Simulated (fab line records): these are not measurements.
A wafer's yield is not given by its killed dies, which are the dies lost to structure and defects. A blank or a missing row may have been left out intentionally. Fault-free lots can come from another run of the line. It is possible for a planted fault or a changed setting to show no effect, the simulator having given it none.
The tool behind it: which one? :: flow gf180mcu :: Sampling: 14 lots, 42 wafers, 5 of 602 route steps

## WHAT EACH GAUGE READ, for each wafer
GF_MVPSD_TW_MEAS_11. Usual: MVPSD_TW typically reads 553, with standard deviation 4.
lot: L838
measured: day 5 00:27
on: film-metro-04
MVPSD_TW: 555 557 555
flag: 

lot: L839
measured: day 5 06:35
on: film-metro-01
MVPSD_TW: 547 544 546
flag: 

lot: L840
measured: day 5 16:57
on: film-metro-04
MVPSD_TW: 559 555 557
flag: 

lot: L841
measured: day 5 20:20
on: film-metro-04
MVPSD_TW: 552 554 552
flag: 

lot: L842
measured: day 6 03:13
on: film-metro-04
MVPSD_TW: 555 557 553
flag: 

lot: L843
measured: day 6 10:14
on: film-metro-04
MVPSD_TW: 555 554 557
flag: 

lot: L844
measured: day 6 16:32
on: film-metro-04
MVPSD_TW: 558 557 553
flag: 

lot: L851
measured: day 8 06:27
on: film-metro-02
MVPSD_TW: 553 551 552
flag: 

lot: L856
measured: day 9 15:58
on: film-metro-01
MVPSD_TW: 317 317 316 317 317 318
flag: OFF

lot: L857
measured: day 9 22:36
on: film-metro-01
MVPSD_TW: 315 317 318 318 318 319
flag: OFF

lot: L858
measured: day 10 03:16
on: film-metro-02
MVPSD_TW: 555 558 556
flag: 

lot: L859
measured: day 10 07:04
on: film-metro-04
MVPSD_TW: 556 555 556
flag: 

lot: L860
measured: day 10 15:34
on: film-metro-04
MVPSD_TW: 555 560 556
flag: 

lot: L861
measured: day 11 01:27
on: film-metro-04
MVPSD_TW: 559 556 556
flag: 

GF_NSD_CD_MEAS_07: target cd 400 nm. Usual: cd-nm reads 399.9 nm (standard deviation 1.9).
lot: L838
measured: day 13 08:26
on: cd-sem-02
cd-nm (nm): 400.4 402.1 402.1
flag: 

lot: L839
measured: day 13 17:19
on: cd-sem-01
cd-nm (nm): 398.8 399.6 399.2
flag: 

lot: L840
measured: day 14 10:50
on: cd-sem-02
cd-nm (nm): 397.7 398.8 398.9
flag: 

lot: L841
measured: day 14 13:13
on: cd-sem-02
cd-nm (nm): 399.8 399.7 397.9
flag: 

lot: L842
measured: day 14 20:38
on: cd-sem-02
cd-nm (nm): 402.7 400.3 402.9
flag: 

lot: L843
measured: day 15 06:10
on: cd-sem-02
cd-nm (nm): 401.0 402.3 402.9
flag: 

lot: L844
measured: day 15 14:11
on: cd-sem-02
cd-nm (nm): 398.6 395.7 395.1
flag: 

lot: L851
measured: day 17 22:43
on: cd-sem-01
cd-nm (nm): 399.6 400.8 401.1
flag: 

lot: L858
measured: day 20 13:46
on: cd-sem-02
cd-nm (nm): 400.0 401.5 401.5
flag: 

lot: L859
measured: day 20 18:20
on: cd-sem-02
cd-nm (nm): 397.9 399.6 399.0
flag: 

lot: L860
measured: day 21 09:11
on: cd-sem-01
cd-nm (nm): 399.9 402.1 400.7
flag: 

lot: L861
measured: day 21 19:14
on: cd-sem-02
cd-nm (nm): 396.6 397.2 396.9
flag: 

## WHAT TOOL EACH LOT RAN ON (gives the tool, then ch and the chambers of the sampled wafers, and finally the start)
lot: L838
GF_MVPSD_IMPLANT_08: implanter-04 ch 0, day 5 00:04
GF_VT_IMPLANT_STRIP_09: plasma-asher-01 ch 1, day 5 15:45
GF_POLY_GATE_ETCH_13: rie-si-02 ch 0,1, day 9 04:46

lot: L839
GF_MVPSD_IMPLANT_08: implanter-04 ch 0, day 5 06:13
GF_VT_IMPLANT_STRIP_09: plasma-asher-01 ch 0,1, day 5 21:08
GF_POLY_GATE_ETCH_13: rie-si-02 ch 0,3, day 9 11:34

lot: L840
GF_MVPSD_IMPLANT_08: implanter-04 ch 0, day 5 16:33
GF_VT_IMPLANT_STRIP_09: plasma-asher-02 ch 0,1, day 6 07:30
GF_POLY_GATE_ETCH_13: rie-si-02 ch 2,3, day 10 02:13

lot: L841
GF_MVPSD_IMPLANT_08: implanter-04 ch 0, day 5 19:59
GF_VT_IMPLANT_STRIP_09: plasma-asher-02 ch 0,1, day 6 11:30
GF_POLY_GATE_ETCH_13: rie-si-02 ch 0,2,3, day 10 05:14

lot: L842
GF_MVPSD_IMPLANT_08: implanter-04 ch 0, day 6 02:50
GF_VT_IMPLANT_STRIP_09: plasma-asher-02 ch 0,1, day 6 18:24
GF_POLY_GATE_ETCH_13: rie-si-02 ch 0,1, day 10 11:19

lot: L843
GF_MVPSD_IMPLANT_08: implanter-01 ch 0, day 6 09:50
GF_VT_IMPLANT_STRIP_09: plasma-asher-02 ch 1, day 7 01:21
GF_POLY_GATE_ETCH_13: rie-si-02 ch 1,2,3, day 10 20:25

lot: L844
GF_MVPSD_IMPLANT_08: implanter-04 ch 0, day 6 16:09
GF_VT_IMPLANT_STRIP_09: plasma-asher-02 ch 0,1, day 7 07:54
GF_POLY_GATE_ETCH_13: rie-si-01 ch 1,3, day 11 04:28

lot: L851
GF_MVPSD_IMPLANT_08: implanter-01 ch 0, day 8 06:03
GF_VT_IMPLANT_STRIP_09: plasma-asher-02 ch 0,1, day 8 22:43
GF_POLY_GATE_ETCH_13: rie-si-02 ch 1,3, day 13 02:31

lot: L856
GF_MVPSD_IMPLANT_08: implanter-01, day 9 15:35
GF_VT_IMPLANT_STRIP_09: -
GF_POLY_GATE_ETCH_13: -

lot: L857
GF_MVPSD_IMPLANT_08: implanter-01, day 9 22:12
GF_VT_IMPLANT_STRIP_09: -
GF_POLY_GATE_ETCH_13: -

lot: L858
GF_MVPSD_IMPLANT_08: implanter-01 ch 0, day 10 02:52
GF_VT_IMPLANT_STRIP_09: plasma-asher-03 ch 0,1, day 10 21:16
GF_POLY_GATE_ETCH_13: rie-si-02 ch 1,2, day 15 08:04

lot: L859
GF_MVPSD_IMPLANT_08: implanter-01 ch 0, day 10 06:41
GF_VT_IMPLANT_STRIP_09: plasma-asher-02 ch 0, day 11 01:19
GF_POLY_GATE_ETCH_13: rie-si-02 ch 1,2, day 15 13:10

lot: L860
GF_MVPSD_IMPLANT_08: implanter-04 ch 0, day 10 15:11
GF_VT_IMPLANT_STRIP_09: plasma-asher-01 ch 0,1, day 11 10:22
GF_POLY_GATE_ETCH_13: rie-si-02 ch 0,1, day 16 03:22

lot: L861
GF_MVPSD_IMPLANT_08: implanter-04 ch 0, day 11 01:04
GF_VT_IMPLANT_STRIP_09: plasma-asher-02 ch 0,1, day 11 19:46
GF_POLY_GATE_ETCH_13: rie-si-01 ch 1,3, day 16 13:07
- GF_MVPSD_IMPLANT_08
- GF_VT_IMPLANT_STRIP_09: strips in O2/N2.
- GF_POLY_GATE_ETCH_13: etches poly-Si in HBr/Cl2, stops on SiO2, target depth 198.5 nm, time 69.6 s.

## WHAT THE TOOLS THEMSELVES READ (means of the sampled wafers that have a number; where no wafer has one, the mark that the record gives instead)
GF_MVPSD_IMPLANT_08. Usual: beam-energy-keV 170.01, standard deviation 0.056; beam-on-s 9.98 s, standard deviation 0.2.
lot: L838
tool: implanter-04
beam-energy-keV: 170.05
beam-on-s (s): 9.93
flag: 

lot: L839
tool: implanter-04
beam-energy-keV: 170.02
beam-on-s (s): 10.06
flag: 

lot: L840
tool: implanter-04
beam-energy-keV: 170.02
beam-on-s (s): 9.72
flag: 

lot: L841
tool: implanter-04
beam-energy-keV: 170.03
beam-on-s (s): 10.10
flag: 

lot: L842
tool: implanter-04
beam-energy-keV: 169.96
beam-on-s (s): 9.96
flag: 

lot: L843
tool: implanter-01
beam-energy-keV: 170.04
beam-on-s (s): 9.95
flag: 

lot: L844
tool: implanter-04
beam-energy-keV: 169.97
beam-on-s (s): 9.83
flag: 

lot: L851
tool: implanter-01
beam-energy-keV: 170.00
beam-on-s (s): 10.10
flag: 

lot: L856
tool: implanter-01
beam-energy-keV: -
beam-on-s (s): -
flag: OFF

lot: L857
tool: implanter-01
beam-energy-keV: -
beam-on-s (s): -
flag: OFF

lot: L858
tool: implanter-01
beam-energy-keV: 170.07
beam-on-s (s): 9.96
flag: 

lot: L859
tool: implanter-01
beam-energy-keV: 169.97
beam-on-s (s): 10.06
flag: 

lot: L860
tool: implanter-04
beam-energy-keV: 169.97
beam-on-s (s): 10.14
flag: 

lot: L861
tool: implanter-04
beam-energy-keV: 170.06
beam-on-s (s): 10.10
flag: 

GF_VT_IMPLANT_STRIP_09. Usual: drypump-motor-current-A 5.5 A, standard deviation 0.36; heater-power-w 315 W, standard deviation 19; o2-flow-sccm 2999 sccm, standard deviation 9.8; oes-product-au 0.717 a.u., standard deviation 0.0048; platen-temp-c 249.96 C, standard deviation 0.18; strip-time-to-endpoint-s 12.62 s, standard deviation 0.037.
lot: L838
tool: plasma-asher-01
drypump-motor-current-A (A): 5.3
heater-power-w (W): 336
o2-flow-sccm (sccm): 2995
oes-product-au (a.u.): 0.719
platen-temp-c (C): 249.91
strip-time-to-endpoint-s (s): 12.59
flag: 

lot: L839
tool: plasma-asher-01
drypump-motor-current-A (A): 5.4
heater-power-w (W): 341
o2-flow-sccm (sccm): 2998
oes-product-au (a.u.): 0.716
platen-temp-c (C): 249.91
strip-time-to-endpoint-s (s): 12.61
flag: 

lot: L840
tool: plasma-asher-02
drypump-motor-current-A (A): 5.3
heater-power-w (W): 294
o2-flow-sccm (sccm): 2993
oes-product-au (a.u.): 0.719
platen-temp-c (C): 249.90
strip-time-to-endpoint-s (s): 12.61
flag: 

lot: L841
tool: plasma-asher-02
drypump-motor-current-A (A): 5.3
heater-power-w (W): 300
o2-flow-sccm (sccm): 3007
oes-product-au (a.u.): 0.711
platen-temp-c (C): 249.95
strip-time-to-endpoint-s (s): 12.65
flag: 

lot: L842
tool: plasma-asher-02
drypump-motor-current-A (A): 5.3
heater-power-w (W): 309
o2-flow-sccm (sccm): 2994
oes-product-au (a.u.): 0.715
platen-temp-c (C): 249.96
strip-time-to-endpoint-s (s): 12.59
flag: 

lot: L843
tool: plasma-asher-02
drypump-motor-current-A (A): 5.2
heater-power-w (W): 286
o2-flow-sccm (sccm): 3015
oes-product-au (a.u.): 0.718
platen-temp-c (C): 249.88
strip-time-to-endpoint-s (s): 12.57
flag: 

lot: L844
tool: plasma-asher-02
drypump-motor-current-A (A): 5.3
heater-power-w (W): 311
o2-flow-sccm (sccm): 2999
oes-product-au (a.u.): 0.721
platen-temp-c (C): 249.79
strip-time-to-endpoint-s (s): 12.60
flag: 

lot: L851
tool: plasma-asher-02
drypump-motor-current-A (A): 5.3
heater-power-w (W): 299
o2-flow-sccm (sccm): 3014
oes-product-au (a.u.): 0.718
platen-temp-c (C): 250.08
strip-time-to-endpoint-s (s): 12.61
flag: 

lot: L858
tool: plasma-asher-03
drypump-motor-current-A (A): 6.1
heater-power-w (W): 316
o2-flow-sccm (sccm): 2995
oes-product-au (a.u.): 0.717
platen-temp-c (C): 249.85
strip-time-to-endpoint-s (s): 12.63
flag: 

lot: L859
tool: plasma-asher-02
drypump-motor-current-A (A): 5.4
heater-power-w (W): 315
o2-flow-sccm (sccm): 2997
oes-product-au (a.u.): 0.714
platen-temp-c (C): 250.10
strip-time-to-endpoint-s (s): 12.61
flag: 

lot: L860
tool: plasma-asher-01
drypump-motor-current-A (A): 5.5
heater-power-w (W): 343
o2-flow-sccm (sccm): 2999
oes-product-au (a.u.): 0.715
platen-temp-c (C): 249.91
strip-time-to-endpoint-s (s): 12.65
flag: 

lot: L861
tool: plasma-asher-02
drypump-motor-current-A (A): 5.3
heater-power-w (W): 304
o2-flow-sccm (sccm): 3003
oes-product-au (a.u.): 0.720
platen-temp-c (C): 250.02
strip-time-to-endpoint-s (s): 12.60
flag: 

GF_POLY_GATE_ETCH_13. Usual: drypump-motor-current-A 5.8 A, standard deviation 0.53; oes-product-au 0.989 a.u., standard deviation 0.0093; rf-fwd-power-W 396.7 W, standard deviation 1.4; throttle-valve-pct 33.686 %, standard deviation 0.0089.
lot: L838
tool: rie-si-02
drypump-motor-current-A (A): 6.2
oes-product-au (a.u.): 0.990
rf-fwd-power-W (W): 395.6
throttle-valve-pct (%): 33.685
flag: 

lot: L839
tool: rie-si-02
drypump-motor-current-A (A): 6.1
oes-product-au (a.u.): 0.994
rf-fwd-power-W (W): 394.1
throttle-valve-pct (%): 33.686
flag: 

lot: L840
tool: rie-si-02
drypump-motor-current-A (A): 5.4
oes-product-au (a.u.): 0.990
rf-fwd-power-W (W): 396.4
throttle-valve-pct (%): 33.692
flag: 

lot: L841
tool: rie-si-02
drypump-motor-current-A (A): 5.6
oes-product-au (a.u.): 0.988
rf-fwd-power-W (W): 396.5
throttle-valve-pct (%): 33.688
flag: 

lot: L842
tool: rie-si-02
drypump-motor-current-A (A): 6.2
oes-product-au (a.u.): 1.006
rf-fwd-power-W (W): 398.6
throttle-valve-pct (%): 33.688
flag: 

lot: L843
tool: rie-si-02
drypump-motor-current-A (A): 5.6
oes-product-au (a.u.): 0.987
rf-fwd-power-W (W): 396.2
throttle-valve-pct (%): 33.684
flag: 

lot: L844
tool: rie-si-01
drypump-motor-current-A (A): 5.8
oes-product-au (a.u.): 0.984
rf-fwd-power-W (W): 398.0
throttle-valve-pct (%): 33.682
flag: 

lot: L851
tool: rie-si-02
drypump-motor-current-A (A): 6.0
oes-product-au (a.u.): 0.997
rf-fwd-power-W (W): 396.3
throttle-valve-pct (%): 33.682
flag: 

lot: L858
tool: rie-si-02
drypump-motor-current-A (A): 5.7
oes-product-au (a.u.): 0.987
rf-fwd-power-W (W): 397.5
throttle-valve-pct (%): 33.688
flag: 

lot: L859
tool: rie-si-02
drypump-motor-current-A (A): 5.7
oes-product-au (a.u.): 0.995
rf-fwd-power-W (W): 395.9
throttle-valve-pct (%): 33.686
flag: 

lot: L860
tool: rie-si-02
drypump-motor-current-A (A): 6.2
oes-product-au (a.u.): 0.982
rf-fwd-power-W (W): 395.8
throttle-valve-pct (%): 33.684
flag: 

lot: L861
tool: rie-si-01
drypump-motor-current-A (A): 5.8
oes-product-au (a.u.): 0.988
rf-fwd-power-W (W): 397.8
throttle-valve-pct (%): 33.683
flag: 

## THE ANSWER, worked out from the rows above alone
Rule: a lot is off if the mean of its wafers that have a number lies more than 3 standard deviations from the usual mean. Also off: a lot with no number at a reading for which 4 or more lots have one. Any other lot the step has rows for is counted as sound. First the gauges in route order, then the tools' own readings, where a lot's mean is used as printed above. The first step at which some lot is off is used, and at that step the reading that is off furthest; a lot without a number counts as furthest.
Off: L856, L857, at GF_MVPSD_TW_MEAS_11 (MVPSD_TW).
A tool fits if, at a process step before that reading, it ran every lot that is off, and no sound lot after the first of them. Not tried: the gauges at GF_MVPSD_TW_MEAS_11; whatever is off there is also off at GF_MVPSD_IMPLANT_08, on other tools, and gauge error can't account for it. None of those tried fits.

## WHAT THE SIMULATOR HAD PUT IN
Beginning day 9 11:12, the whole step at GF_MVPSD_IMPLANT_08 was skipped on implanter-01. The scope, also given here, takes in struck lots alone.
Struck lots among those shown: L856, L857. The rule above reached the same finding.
